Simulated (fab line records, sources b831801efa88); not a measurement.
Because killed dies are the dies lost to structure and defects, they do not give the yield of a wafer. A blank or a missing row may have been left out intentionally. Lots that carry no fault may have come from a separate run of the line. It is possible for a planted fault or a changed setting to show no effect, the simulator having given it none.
fab line records    flow sky130
[record] lots = 6  wafers = 18  lastDay = 50
route steps=708 shown LDD_N@245 LDD_P@255 PAD_OPEN@708
lots with no fault: from the same line, run without faults
startH: hours from the record's first day to the start of the lot's first wafer shown    waitH: hours since the lot's step before    " as in the row above    L1.1+2: several wafers, shown together as one row    - no value present, or no start provided    * or withheld: withheld    < > ~ a bound
route shown NAME@n: NAME is a module with steps in the file, n the number in the route of the first one    usual: mean/standard deviation taken from wafers without a fault    same: alike in all rows    chamber/n: place in a boat    sites: the reading at each site    _std_site: how widely they spread, as a standard deviation    _edge_site: mean of outer sites minus mean of inner sites    radiusMm: how far each site lies from the wafer's centre    mask NAME#n: copy n    behind: the most recent tool/chamber to have shaped the wafer    hold: cause of the lot's hold/its duration in hours/its outcome    device: which transistor (n, p or np) failed to switch    end of line: the same wafers' tests at the end of the route    for a step that has no rows: nothing shown but its recipe    killed: not the wafer's yield, but the dies lost to structure and defects at the first sort    map: shows each die of a wafer: x if killed, . if not, _ if none is there
set.NAME: the setting the step ran with; set.NAME@STEP: the setting that earlier step ran with    model.NAME: the simulator's own value behind a step, which no gauge read
lots at some steps of the route; a table a step, a row a wafer
services: from which hour (startH, from the record's first day; less than 0 if before it) a tool's chamber was out of use, for how many hours, and why
[[steps]]
[step SKY_LDD_N_IMPLANT_08]
[recipe] species = As  energyKev = 20  doseCm2 = 7.5e+13  tiltDeg = withheld  rotationDeg = 23
[step SKY_LDD_N_IMPLANT_09]
[recipe] species = As  energyKev = 20  doseCm2 = 7.5e+13  tiltDeg = withheld  rotationDeg = 113
[step SKY_LDD_N_IMPLANT_10]
[recipe] species = As  energyKev = 20  doseCm2 = 7.5e+13  tiltDeg = withheld  rotationDeg = 203
[step SKY_LDD_N_IMPLANT_11]
[recipe] species = As  energyKev = 20  doseCm2 = 7.5e+13  tiltDeg = withheld  rotationDeg = 293
[step SKY_LDD_N_IMPLANT_12]
[recipe] species = BF2  energyKev = 50  doseCm2 = 5e+12  tiltDeg = 30  rotationDeg = 0
[step SKY_LDD_N_IMPLANT_13]
[recipe] species = BF2  energyKev = 50  doseCm2 = 5e+12  tiltDeg = 30  rotationDeg = 90
[step SKY_LDD_N_IMPLANT_14]
[recipe] species = BF2  energyKev = 50  doseCm2 = 5e+12  tiltDeg = 30  rotationDeg = 180
[step SKY_LDD_N_IMPLANT_15]
[recipe] species = BF2  energyKev = 50  doseCm2 = 5e+12  tiltDeg = 30  rotationDeg = 270
[step SKY_LDD_N_STRIP_16]
[recipe] chemistry = O2/N2  powerW = 1400  pressureMtorr = 1500  platenTempC = withheld  o2FlowSccm = 3000  n2FlowSccm = 300  overashFraction = 0.5
[usual] drypumpMotorCurrentA = 5.33/0.19  oesProductAu = 0.407/0.0049  stripTimeToEndpointS = 4.309/0.015
lot.wafer  tool            chamber  startH  waitH  drypumpMotorCurrentA  oesProductAu  rfHoursCounterH  stripTimeToEndpointS
L525.1     plasmaAsher-02  0        466.22  0.1    5.29                  0.405         78               4.323
L525.3     "               1        "       "      5.39                  0.404         -                4.319
L525.4     "               0        "       "      5.32                  0.403         -                4.329
L526.1     plasmaAsher-03  1        472.12  0.1    5.57                  0.406         3                4.292
L526.4     "               0        "       "      5.37                  0.406         -                4.284
L526.5     "               0        "       "      5.36                  0.402         -                4.292
L530.1     plasmaAsher-04  1        513.42  0.1    4.93                  0.405         70               4.302
L530.4     "               1        "       "      4.95                  0.408         -                4.309
L530.5     "               0        "       "      5.44                  0.404         -                4.292
L534.2     plasmaAsher-02  0        545.91  0.1    5.32                  0.417         86               4.300
L534.4     "               1        "       "      5.36                  0.404         -                4.311
L534.5     "               1        "       "      5.35                  0.397         -                4.310
L535.2     plasmaAsher-04  1        558.06  0.1    4.93                  0.403         74               4.292
L535.5     "               1        "       "      4.96                  0.410         -                4.317
L535.6     "               0        "       "      5.45                  0.405         -                4.297
L541.1     plasmaAsher-02  0        614.41  0.1    5.30                  0.412         93               4.343
L541.2     "               1        "       "      5.37                  0.407         93               4.323
L541.6     "               1        "       "      5.37                  0.401         -                4.336
[step SKY_LDD_N_TW_MEAS_17]
[usual] LDD_N_TW = 2560/24
lot.wafer  tool          chamber  startH  waitH  LDD_N_TW
L525.1     filmMetro-02  -        466.32  0.1    2535
L525.3     "             -        "       "      2509
L525.4     "             -        "       "      2527
L526.1     filmMetro-04  -        472.22  0.1    2562
L526.4     "             -        "       "      2570
L526.5     "             -        "       "      2561
L530.1     filmMetro-02  -        513.52  0.1    2535
L530.4     "             -        "       "      2547
L530.5     "             -        "       "      2528
L534.2     filmMetro-04  -        546.02  0.1    2594
L534.4     "             -        "       "      2593
L534.5     "             -        "       "      2597
L535.2     filmMetro-04  -        558.17  0.1    2579
L535.5     "             -        "       "      2570
L535.6     "             -        "       "      2565
L541.1     filmMetro-02  -        614.51  0.1    2542
L541.2     "             -        "       "      2541
L541.6     "             -        "       "      2542
[step SKY_LDD_P_DEHYDRATE_00]
[recipe] tempC = 200  timeS = 60
[step SKY_LDD_P_HMDS_01]
[recipe] primeTimeS = 60  primeTempC = 120
[step SKY_LDD_P_COAT_02]
[recipe] resist = NOVOLAK  spinRpm = 3000  resistThkNm = 1140
[usual] spinSpeedRpm = 2999.9/2.3
lot.wafer  tool           chamber  startH  waitH  spinSpeedRpm  model.NOVOLAK_of_LDD_P_COAT_02.thkNm
L525.1     lithoTrack-02  0        481.19  0.1    3270.1        1088
L525.3     "              0        "       "      3274.6        1089
L525.4     "              0        "       "      3271.2        1088
L526.1     lithoTrack-02  0        486.84  0.1    3267.5        1093
L526.4     "              0        "       "      3272.0        1092
L526.5     "              0        "       "      3267.5        1094
L530.1     lithoTrack-04  0        528.42  0.1    2997.2        1131
L530.4     "              0        "       "      3003.9        1129
L530.5     "              0        "       "      2997.1        1132
L534.2     lithoTrack-02  0        561.01  0.1    3000.2        1145
L534.4     "              0        "       "      3002.1        1144
L534.5     "              0        "       "      2996.5        1146
L535.2     lithoTrack-03  0        572.53  0.1    2999.6        1142
L535.5     "              0        "       "      3001.5        1144
L535.6     "              0        "       "      3001.2        1141
L541.1     lithoTrack-04  0        629.02  0.1    2997.6        1137
L541.2     "              0        "       "      2999.3        1140
L541.6     "              0        "       "      3000.1        1140
[step SKY_LDD_P_SOFTBAKE_03]
[recipe] tempC = 90  timeS = 60  resist = NOVOLAK
[step SKY_LDD_P_EXPOSE_04]
[recipe] maskId = PSDM  na = 0.6  sourceShape = conventional  sigmaOuter = 0.6  polarization = unpolarized  targetCdNm = 380  doseMj = 138
[step SKY_LDD_P_PEB_05]
[recipe] tempC = withheld  timeS = *  resist = NOVOLAK
[step SKY_LDD_P_DEVELOP_06]
[recipe] resist = NOVOLAK  developer = TMAH  developTimeS = 60  devTempC = 23
lot.wafer  tool           chamber  startH  waitH  model.NOVOLAK_of_LDD_P_COAT_02.thkNm
L525.1     lithoTrack-03  0        496.46  0.1    1088
L525.3     "              0        "       "      1089
L525.4     "              0        "       "      1087
L526.1+4   lithoTrack-03  0        502.61  0.1    1092
L526.5     "              0        "       "      1093
L530.1+5   lithoTrack-03  0        543.36  0.1    1131
L530.4     "              0        "       "      1128
L534.2     lithoTrack-04  0        575.20  0.1    1145
L534.4     "              0        "       "      1143
L534.5     "              0        "       "      1146
L535.2+6   lithoTrack-02  0        587.46  0.1    1141
L535.5     "              0        "       "      1143
L541.1     lithoTrack-04  0        643.37  0.1    1137
L541.2     "              0        "       "      1140
L541.6     "              0        "       "      1139
[step SKY_LDD_P_CD_MEAS_07]
[recipe] targetCdNm = 380
[usual] cdNm = 380.1/2.6
lot.wafer  tool      chamber  startH  waitH  cdNm
L525.1     cdSem-02  -        496.61  0.1    391.6
L525.3     "         -        "       "      391.6
L525.4     "         -        "       "      392.0
L526.1     cdSem-01  -        502.76  0.1    385.1
L526.4     "         -        "       "      386.0
L526.5     "         -        "       "      385.3
L530.1     cdSem-01  -        543.51  0.1    375.3
L530.4     "         -        "       "      378.3
L530.5     "         -        "       "      375.3
L534.2     cdSem-02  -        575.34  0.1    379.8
L534.4     "         -        "       "      379.0
L534.5     "         -        "       "      375.8
L535.2     cdSem-01  -        587.61  0.1    380.1
L535.5     "         -        "       "      380.2
L535.6     "         -        "       "      380.8
L541.1     cdSem-02  -        643.52  0.1    380.8
L541.2     "         -        "       "      379.3
L541.6     "         -        "       "      380.8
[step SKY_LDD_P_OVL_MEAS_08]
[usual] LDD_P_OVL = -0.1/1.3
lot.wafer  tool        chamber  startH  waitH  LDD_P_OVL[nm]
L525.1     overlay-02  -        496.73  0.1    -0.2
L525.3     "           -        "       "      0.9
L525.4     "           -        "       "      -0.4
L526.1     overlay-02  -        502.88  0.1    0.3
L526.4     "           -        "       "      -0.3
L526.5     "           -        "       "      -1.9
L530.1     overlay-02  -        543.63  0.1    -1.1
L530.4     "           -        "       "      0.6
L530.5     "           -        "       "      1.2
L534.2     overlay-01  -        575.45  0.1    0.4
L534.4     "           -        "       "      1.1
L534.5     "           -        "       "      -0.7
L535.2     overlay-02  -        587.71  0.1    1.8
L535.5     "           -        "       "      1.4
L535.6     "           -        "       "      -0.1
L541.1     overlay-01  -        643.64  0.1    -0.6
L541.2     "           -        "       "      -1.7
L541.6     "           -        "       "      0.1
[step SKY_LDD_P_IMPLANT_09]
[recipe] species = BF2  energyKev = 25  doseCm2 = 1e+13  tiltDeg = withheld
[step SKY_LDD_P_STRIP_10]
[recipe] chemistry = O2/N2  powerW = 1400  pressureMtorr = 1500  platenTempC = withheld  o2FlowSccm = 3000  n2FlowSccm = 300  overashFraction = 0.5
[usual] drypumpMotorCurrentA = 5.5/0.35  oesProductAu = 0.715/0.0044  stripTimeToEndpointS = 14.17/0.048
lot.wafer  tool            chamber  startH  waitH  drypumpMotorCurrentA  oesProductAu  rfHoursCounterH  stripTimeToEndpointS
L525.1     plasmaAsher-01  1        496.91  0.1    5.9                   0.705         38               13.56
L525.3     "               1        "       "      5.8                   0.716         -                13.56
L525.4     "               0        "       "      6.1                   0.717         -                13.56
L526.1     plasmaAsher-01  0        503.06  0.1    6.1                   0.713         38               13.61
L526.4     "               1        "       "      5.8                   0.723         -                13.61
L526.5     "               0        "       "      6.1                   0.722         -                13.64
L530.1     plasmaAsher-01  0        543.81  0.1    6.0                   0.713         42               14.08
L530.4     "               0        "       "      6.1                   0.718         -                14.03
L530.5     "               0        "       "      6.1                   0.711         -                14.06
L534.2     plasmaAsher-04  0        575.63  0.1    5.5                   0.722         76               14.24
L534.4     "               1        "       "      4.9                   0.718         -                14.22
L534.5     "               0        "       "      5.5                   0.716         -                14.25
L535.2     plasmaAsher-02  0        587.89  0.1    5.3                   0.708         90               14.20
L535.5     "               0        "       "      5.3                   0.717         -                14.22
L535.6     "               1        "       "      5.4                   0.717         -                14.18
L541.1     plasmaAsher-02  0        643.83  0.1    5.3                   0.711         95               14.14
L541.2     "               1        "       "      5.4                   0.716         95               14.18
L541.6     "               1        "       "      5.4                   0.714         -                14.15
[step SKY_LDD_P_TW_MEAS_11]
[usual] LDD_P_TW = 628/5.4
lot.wafer  tool          chamber  startH  waitH  LDD_P_TW
L525.1     filmMetro-04  -        497.01  0.1    631
L525.3     "             -        "       "      633
L525.4     "             -        "       "      630
L526.1     filmMetro-04  -        503.16  0.1    634
L526.4     "             -        "       "      633
L526.5     "             -        "       "      632
L530.1     filmMetro-01  -        543.91  0.1    632
L530.4     "             -        "       "      630
L530.5     "             -        "       "      633
L534.2     filmMetro-02  -        575.74  0.1    626
L534.4     "             -        "       "      628
L534.5     "             -        "       "      623
L535.2     filmMetro-01  -        588.00  0.1    634
L535.5     "             -        "       "      633
L535.6     "             -        "       "      631
L541.1     filmMetro-01  -        643.93  0.1    632
L541.2     "             -        "       "      634
L541.6     "             -        "       "      635
[step SKY_PAD_OPEN_PROBE_99]
[usual] killed_at_M0_to_M3 = 43/7.2  killed_at_M4_up = 3.0/1.7  killedAtContacts = 24/5.3  killedAtFrontEnd = 15/4.6  killedAtOther = 0.3/0.5  killedDies = 85/10  killedOpen = 46/7.2  killedShort = 39/6.4
[same] grossDies = 492  killedAtBackSide = 0
lot.wafer  tool       chamber  startH   waitH  killed_at_M0_to_M3  killed_at_M4_up  killedAtContacts  killedAtFrontEnd  killedAtOther  killedDies  killedOpen  killedShort
L530.1     prober-02  -        1147.21  0.1    38                  1                27                15                0              81          43          38
L530.4     prober-02  -        1147.36  0.2    42                  5                30                11                0              88          57          31
L530.5     prober-02  -        1147.41  0.2    47                  1                33                17                1              99          55          44
// killed by level:class
L530.1 CONTACT:geometricParticle:open=15 METAL1:geometricParticle:short=8 VIA1:geometricParticle:open=7 POLY_GATE:geometricParticle:short=6 VIA3:geometricParticle:open=5 CONTACT:geometricParticle:short=5 METAL2:geometricParticle:open=4 VIA2:geometricParticle:short=4
L530.4 CONTACT:geometricParticle:open=14 VIA1:geometricParticle:open=12 LI_CONTACT:geometricParticle:open=8 VIA3:geometricParticle:open=8 VIA1:geometricParticle:short=6 POLY_GATE:geometricParticle:open=4 VIA2:geometricParticle:open=4 METAL2:geometricParticle:short=4
L530.5 CONTACT:geometricParticle:open=13 VIA1:geometricParticle:open=10 CONTACT:geometricParticle:short=8 VIA2:geometricParticle:open=7 LI_CONTACT:geometricParticle:open=6 VIA2:geometricParticle:short=6 LOCAL_INTERCONNECT:geometricParticle:short=5 FIELD_ISO:geometricParticle:open=4
[[services]]
tool            chamber  startH  hours  kind
plasmaAsher-03  -        445.28  14.7   pm
plasmaAsher-03  -        493.88  1.6    repair
plasmaAsher-04  -        612.72  2.8    pm
plasmaAsher-02  -        640.70  0.9    repair
[[key]]
[firstSign] step = SKY_LDD_P_COAT_02  reading = spinSpeedRpm  direction = up  sigmas = 99+  usual = 2999.9  struck = 3270.5
[effect] step = SKY_LDD_P_STRIP_10  reading = stripTimeToEndpointS  direction = down  sigmas = 12  usual = *  struck = *
[modelEffect] step = SKY_LDD_P_COAT_02  value = NOVOLAK_of_LDD_P_COAT_02.thkNm  without = 1139  struck = 1091
[modelEffect] step = SKY_LDD_P_DEVELOP_06  value = NOVOLAK_of_LDD_P_COAT_02.thkNm  without = 1138  struck = 1090
metAt SKY_LDD_P_COAT_02
struckWafers L525.1,L525.3,L525.4,L526.1,L526.4,L526.5
testerLeftOut L525,L526
[fault] kind = processParameterDrift  tool = lithoTrack-02  chamber = -  onsetH = 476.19  steps = SKY_LDD_P_COAT_02  channel = spinRpm  offset = 269.8  shape = step  endH = 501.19  actsIn = theseRecipesOnly  stated = 3000
// testerLeftOut: of these lots the tester's yield and bins aren't shown, on N5 and GAA mostly nor the transistor test; their killed dies are dies lost to structure and defects alone, not to doping, threshold or leakage, so they don't give the yield
